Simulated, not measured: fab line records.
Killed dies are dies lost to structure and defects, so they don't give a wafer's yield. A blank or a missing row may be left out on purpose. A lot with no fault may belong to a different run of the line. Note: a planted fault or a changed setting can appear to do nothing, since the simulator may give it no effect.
fab line records -- flow gf180mcu
record lots=6, wafers=18, last-day=33
route steps=602 shown VT_IMPLANT@131 MVSD@136 NWELL@137 LVPWELL@138 MVPSD@139 DUAL_GATE@141
lots that met no fault: from a run of the same line without faults
start-h: start of the lot's first displayed wafer, in hours after the record's first day -- wait-h: hours elapsed since this lot's preceding step -- " the same as in the row above -- L1.1+2: a row that stands for several wafers -- - value missing, or start not given -- * or withheld: withheld -- < > ~ a bound
route shown NAME@n: a module of which the file shows steps, and the number in the route of the first -- usual: mean/standard deviation taken from wafers without a fault -- same: alike in all rows -- chamber/n: place in a boat -- sites: readings site by site -- _std_site: their standard deviation -- _edge_site: outer sites' mean less inner sites' -- radius-mm: for every site, how far away it sits from the centre of the wafer -- mask NAME#n: copy n -- behind: the most recent tool/chamber to have shaped the wafer -- hold: why the lot went on hold/how many hours it stayed there/how the hold came to an end -- device: the n, p or np transistor that did not switch -- end of line: the route-end tests of the same wafers -- for a step that has no rows: nothing shown but its recipe -- killed: the dies lost at the first sort to structure and to defects; this is not the yield of the wafer -- map: a wafer's dies, marking killed ones x, the rest . and places with no die _
set.NAME: the setting as run; set.NAME@STEP: as run at that earlier step -- model.NAME: the simulator's own value behind a step, which no gauge read
a table for each step, a row for each wafer; lots at some steps of the route
services: when a tool's chamber went out of use (start-h, in hours from the record's first day, below 0 if earlier), for how many hours, and the reason
## steps
# step GF_VT_IMPLANT_IMPLANT_41
# recipe species=As, energy-kev=70, dose-cm2=1.013e+12, tilt-deg=7
# step GF_VT_IMPLANT_STRIP_42
# recipe chemistry=O2/N2, power-w=1400, pressure-mtorr=1500, platen-temp-c=250, o2-flow-sccm=3000, n2-flow-sccm=300, overash-fraction=0.5
# usual drypump-motor-current-A=5.7/0.34, heater-power-w=327/36, oes-product-au=0.715/0.0042, strip-time-to-endpoint-s=12.63/0.038
lot.wafer,tool,chamber,start-h,wait-h,drypump-motor-current-A,heater-power-w,oes-product-au,rf-hours-counter-h,strip-time-to-endpoint-s
L596.1,plasma-asher-02,0,158.96,0.1,5.7,280,0.715,53,12.60
L596.3,plasma-asher-02,1,158.96,0.1,5.8,338,0.718,-,12.61
L596.6,plasma-asher-02,1,158.96,0.1,5.8,329,0.719,-,12.59
L600.2,plasma-asher-01,1,183.51,0.1,6.0,304,0.713,55,12.59
L600.4,plasma-asher-01,1,183.51,0.1,6.0,299,0.718,-,12.61
L600.5,plasma-asher-01,1,183.51,0.1,6.0,291,0.719,-,12.62
L610.3,plasma-asher-01,1,249.39,0.1,6.0,291,0.715,-,12.65
L610.4,plasma-asher-01,0,249.39,0.1,5.9,349,0.710,-,12.70
L610.5,plasma-asher-01,1,249.39,0.1,6.0,297,0.716,-,12.68
L611.3,plasma-asher-04,1,254.74,0.1,4.9,333,0.713,-,12.65
L611.4,plasma-asher-04,0,254.74,0.1,5.5,382,0.711,-,12.66
L611.5,plasma-asher-04,0,254.74,0.1,5.5,394,0.714,-,12.64
L614.1,plasma-asher-02,0,277.25,0.1,5.7,273,0.714,65,12.62
L614.2,plasma-asher-02,1,277.25,0.1,5.8,339,0.721,65,12.56
L614.4,plasma-asher-02,1,277.25,0.1,5.8,341,0.718,-,12.63
L617.1,plasma-asher-02,1,294.30,0.1,5.8,339,0.717,66,12.68
L617.2,plasma-asher-02,0,294.30,0.1,5.6,277,0.710,66,12.65
L617.6,plasma-asher-02,1,294.30,0.1,5.8,340,0.720,-,12.62
# step GF_VT_IMPLANT_TW_MEAS_43
# usual VT_IMPLANT_4_TW=690/4.5
lot.wafer,tool,chamber,start-h,wait-h,VT_IMPLANT_4_TW
L596.1,film-metro-03,-,159.06,0.1,692
L596.3,film-metro-03,-,159.06,0.1,689
L596.6,film-metro-03,-,159.06,0.1,691
L600.2,film-metro-03,-,183.62,0.1,686
L600.4,film-metro-03,-,183.62,0.1,689
L600.5,film-metro-03,-,183.62,0.1,689
L610.3,film-metro-03,-,249.47,0.1,690
L610.4,film-metro-03,-,249.47,0.1,694
L610.5,film-metro-03,-,249.47,0.1,691
L611.3,film-metro-03,-,254.83,0.1,692
L611.4,film-metro-03,-,254.83,0.1,691
L611.5,film-metro-03,-,254.83,0.1,693
L614.1,film-metro-03,-,277.35,0.1,688
L614.2,film-metro-03,-,277.35,0.1,687
L614.4,film-metro-03,-,277.35,0.1,688
L617.1,film-metro-03,-,294.40,0.1,691
L617.2,film-metro-03,-,294.40,0.1,690
L617.6,film-metro-03,-,294.40,0.1,688
# step GF_VT_IMPLANT_CLEAN_44
# recipe chemistry=SC1/SC2, mix=1:4:20, temp-c=70, time-s=150, dry=n2-spin
# step GF_VT_IMPLANT_RTA_45
# recipe temp-c=1050, time-s=30, ambient=N2
# usual chamber-o2-ppm=2.001/0.021, lamp-power-pct=37/3.8, wafer_temp_C_max=1059.2/1.6
lot.wafer,tool,chamber,start-h,wait-h,chamber-o2-ppm,lamp-power-pct,wafer_temp_C_max
L596.1,rtp-anneal-02,0,159.17,0.0,1.996,34,1057.8
L596.3,rtp-anneal-02,0,159.17,0.0,2.007,34,1058.2
L596.6,rtp-anneal-02,0,159.17,0.0,2.033,34,1059.7
L600.2,rtp-anneal-01,0,183.74,0.0,1.990,43,1058.9
L600.4,rtp-anneal-01,0,183.74,0.0,1.973,43,1059.0
L600.5,rtp-anneal-01,0,183.74,0.0,2.002,43,1060.9
L610.3,rtp-anneal-02,0,249.60,0.0,1.996,34,1058.6
L610.4,rtp-anneal-02,0,249.60,0.0,1.988,34,1058.6
L610.5,rtp-anneal-02,0,249.60,0.0,2.008,34,1060.2
L611.3,rtp-anneal-02,0,254.95,0.0,2.001,34,1058.6
L611.4,rtp-anneal-02,0,254.95,0.0,2.004,34,1057.9
L611.5,rtp-anneal-02,0,254.95,0.0,1.967,34,1056.7
L614.1,rtp-anneal-02,0,277.47,0.0,2.015,34,1059.5
L614.2,rtp-anneal-02,0,277.47,0.0,2.005,34,1059.3
L614.4,rtp-anneal-02,0,277.47,0.0,2.000,34,1059.5
L617.1,rtp-anneal-02,0,294.51,0.0,1.980,34,1057.3
L617.2,rtp-anneal-02,0,294.51,0.0,2.013,34,1059.0
L617.6,rtp-anneal-02,0,294.51,0.0,2.004,34,1059.1
# step GF_VT_IMPLANT_RS_MEAS_46
# recipe thk-meas-gauge=four-point-probe
# usual MVSD_RS=456.6/1.4
lot.wafer,tool,chamber,start-h,wait-h,MVSD_RS[ohm/sq]
L596.1,film-metro-01,-,159.27,0.1,455.0
L596.3,film-metro-01,-,159.27,0.1,455.8
L596.6,film-metro-01,-,159.27,0.1,455.3
L600.2,film-metro-04,-,183.84,0.1,456.7
L600.4,film-metro-04,-,183.84,0.1,457.0
L600.5,film-metro-04,-,183.84,0.1,456.1
L610.3,film-metro-04,-,249.70,0.1,454.9
L610.4,film-metro-04,-,249.70,0.1,455.6
L610.5,film-metro-04,-,249.70,0.1,455.5
L611.3,film-metro-01,-,255.06,0.1,456.8
L611.4,film-metro-01,-,255.06,0.1,456.7
L611.5,film-metro-01,-,255.06,0.1,457.0
L614.1,film-metro-01,-,277.57,0.1,457.1
L614.2,film-metro-01,-,277.57,0.1,457.0
L614.4,film-metro-01,-,277.57,0.1,455.6
L617.1,film-metro-01,-,294.61,0.1,455.9
L617.2,film-metro-01,-,294.61,0.1,456.9
L617.6,film-metro-01,-,294.61,0.1,456.7
# step GF_VT_IMPLANT_RS_MEAS_47
# recipe thk-meas-gauge=four-point-probe
# usual NWELL_RS=488.1/1.3
lot.wafer,tool,chamber,start-h,wait-h,NWELL_RS[ohm/sq]
L596.1,film-metro-01,-,159.39,0.1,488.8
L596.3,film-metro-01,-,159.39,0.1,488.0
L596.6,film-metro-01,-,159.39,0.1,487.5
L600.2,film-metro-04,-,183.96,0.1,490.3
L600.4,film-metro-04,-,183.96,0.1,491.0
L600.5,film-metro-04,-,183.96,0.1,490.6
L610.3,film-metro-04,-,249.82,0.1,488.5
L610.4,film-metro-04,-,249.82,0.1,487.5
L610.5,film-metro-04,-,249.82,0.1,488.4
L611.3,film-metro-01,-,255.18,0.1,488.6
L611.4,film-metro-01,-,255.18,0.1,488.5
L611.5,film-metro-01,-,255.18,0.1,489.6
L614.1,film-metro-01,-,277.69,0.1,488.0
L614.2,film-metro-01,-,277.69,0.1,487.9
L614.4,film-metro-01,-,277.69,0.1,486.8
L617.1,film-metro-01,-,294.73,0.1,488.1
L617.2,film-metro-01,-,294.73,0.1,489.0
L617.6,film-metro-01,-,294.73,0.1,488.1
# step GF_VT_IMPLANT_RS_MEAS_48
# recipe thk-meas-gauge=four-point-probe
# usual LVPWELL_RS=1198/3.2
lot.wafer,tool,chamber,start-h,wait-h,LVPWELL_RS[ohm/sq]
L596.1,film-metro-01,-,159.51,0.1,1197
L596.3,film-metro-01,-,159.51,0.1,1197
L596.6,film-metro-01,-,159.51,0.1,1199
L600.2,film-metro-04,-,184.08,0.1,1195
L600.4,film-metro-04,-,184.08,0.1,1196
L600.5,film-metro-04,-,184.08,0.1,1191
L610.3,film-metro-04,-,249.94,0.1,1204
L610.4,film-metro-04,-,249.94,0.1,1206
L610.5,film-metro-04,-,249.94,0.1,1202
L611.3,film-metro-01,-,255.30,0.1,1204
L611.4,film-metro-01,-,255.30,0.1,1199
L611.5,film-metro-01,-,255.30,0.1,1204
L614.1,film-metro-01,-,277.81,0.1,1198
L614.2,film-metro-01,-,277.81,0.1,1202
L614.4,film-metro-01,-,277.81,0.1,1199
L617.1,film-metro-01,-,294.85,0.1,1198
L617.2,film-metro-01,-,294.85,0.1,1199
L617.6,film-metro-01,-,294.85,0.1,1203
# step GF_VT_IMPLANT_RS_MEAS_49
# recipe thk-meas-gauge=four-point-probe
# usual MVPSD_RS=1170/3.2
lot.wafer,tool,chamber,start-h,wait-h,MVPSD_RS[ohm/sq]
L596.1,film-metro-01,-,159.63,0.1,1176
L596.3,film-metro-01,-,159.63,0.1,1175
L596.6,film-metro-01,-,159.63,0.1,1174
L600.2,film-metro-04,-,184.20,0.1,1170
L600.4,film-metro-04,-,184.20,0.1,1171
L600.5,film-metro-04,-,184.20,0.1,1171
L610.3,film-metro-04,-,250.06,0.1,1170
L610.4,film-metro-04,-,250.06,0.1,1171
L610.5,film-metro-04,-,250.06,0.1,1171
L611.3,film-metro-01,-,255.42,0.1,1172
L611.4,film-metro-01,-,255.42,0.1,1174
L611.5,film-metro-01,-,255.42,0.1,1178
L614.1,film-metro-01,-,277.93,0.1,1173
L614.2,film-metro-01,-,277.93,0.1,1174
L614.4,film-metro-01,-,277.93,0.1,1173
L617.1,film-metro-01,-,294.97,0.1,1169
L617.2,film-metro-01,-,294.97,0.1,1174
L617.6,film-metro-01,-,294.97,0.1,1169
# step GF_VT_IMPLANT_WET_ETCH_50
# recipe chemistry=dHF, target-depth-nm=20, target=SiO2, temp-c=25, dilution=100:1, time-s=400
# step GF_DUAL_GATE_CLEAN_00
# recipe chemistry=SC1/SC2, mix=1:4:20, temp-c=70, time-s=150
# step GF_DUAL_GATE_CLEAN_01
# recipe chemistry=dHF, time-s=20, dilution=100:1, dry=ipa-marangoni
# step GF_DUAL_GATE_OXIDATION_02
# recipe temp-c=900, ambient=O2, stabilise-s=600, purge-s=300, target-thk-a=108.87, ox-time-s=1602
# usual ox-temp-c=899.9/0.42, ox-temp-c-max=906.5/2.3, spike-tc-bottom-C=918.9/1.3
lot.wafer,tool,chamber,start-h,wait-h,ox-temp-c,ox-temp-c-max,spike-tc-bottom-C
L596.1,furnace-01,0,160.19,0.3,899.5,906.8,917.7
L596.3,furnace-01,0,160.19,0.3,900.0,906.5,920.0
L596.6,furnace-01,0,160.19,0.3,900.2,913.8,917.4
L600.2,furnace-01,0,185.41,0.9,899.7,908.7,918.4
L600.4,furnace-01,0,185.41,0.9,900.1,909.2,921.0
L600.5,furnace-01,0,185.41,0.9,899.3,907.1,920.1
L610.3,furnace-01,-,251.43,1.1,-,-,-
L610.4,furnace-01,-,251.43,1.1,-,-,-
L610.5,furnace-01,-,251.43,1.1,-,-,-
L611.3,furnace-02,-,255.68,0.0,-,-,-
L611.4,furnace-02,-,255.68,0.0,-,-,-
L611.5,furnace-02,-,255.68,0.0,-,-,-
L614.1,furnace-01,0,278.46,0.2,899.3,909.2,921.1
L614.2,furnace-01,0,278.46,0.2,900.3,908.0,922.0
L614.4,furnace-01,0,278.46,0.2,899.6,908.2,919.8
L617.1,furnace-02,0,295.73,0.4,899.9,905.4,918.7
L617.2,furnace-02,0,295.73,0.4,899.8,903.2,917.6
L617.6,furnace-02,0,295.73,0.4,900.0,904.0,917.6
# step GF_DUAL_GATE_DEHYDRATE_04
# recipe temp-c=200, time-s=60
## services
tool,chamber,start-h,hours,kind
furnace-02,-,147.07,3.9,pm
plasma-asher-01,-,153.74,2.8,pm
furnace-01,-,191.59,9.1,repair
furnace-01,-,200.67,3.7,pm
plasma-asher-02,-,239.30,5.8,repair
plasma-asher-01,-,294.66,1.0,repair
## key
first-sign step=GF_DUAL_GATE_OXIDATION_02, reading=tool-record, direction=missing
effect none on later readings
met-at GF_DUAL_GATE_OXIDATION_02
struck-wafers L610.3,L610.4,L610.5,L611.3,L611.4,L611.5
later-rows-left-out L610.3,L610.4,L610.5,L611.3,L611.4,L611.5
sort-left-out L610.3,L610.4,L610.5,L611.3,L611.4,L611.5
tester-left-out L610,L611
onset-between 185.41 251.43
fault kind=skipped-step-whole, tool=furnace-01,furnace-02, chamber=-, onset-h=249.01, steps=GF_DUAL_GATE_OXIDATION_02, scope=struck-lots-only
# tester-left-out: of these lots the tester's yield and bins aren't shown, on N5 and GAA mostly nor the transistor test; their killed dies are dies lost to structure and defects alone, not to doping, threshold or leakage, so they don't give the yield
# sort-left-out: the simulated sort isn't trusted on such a fault, so these wafers' sort isn't shown, and their yield isn't known
# later-rows-left-out: the simulator's readings of these wafers behind a module that went badly wrong aren't trusted and aren't shown, but for the sort
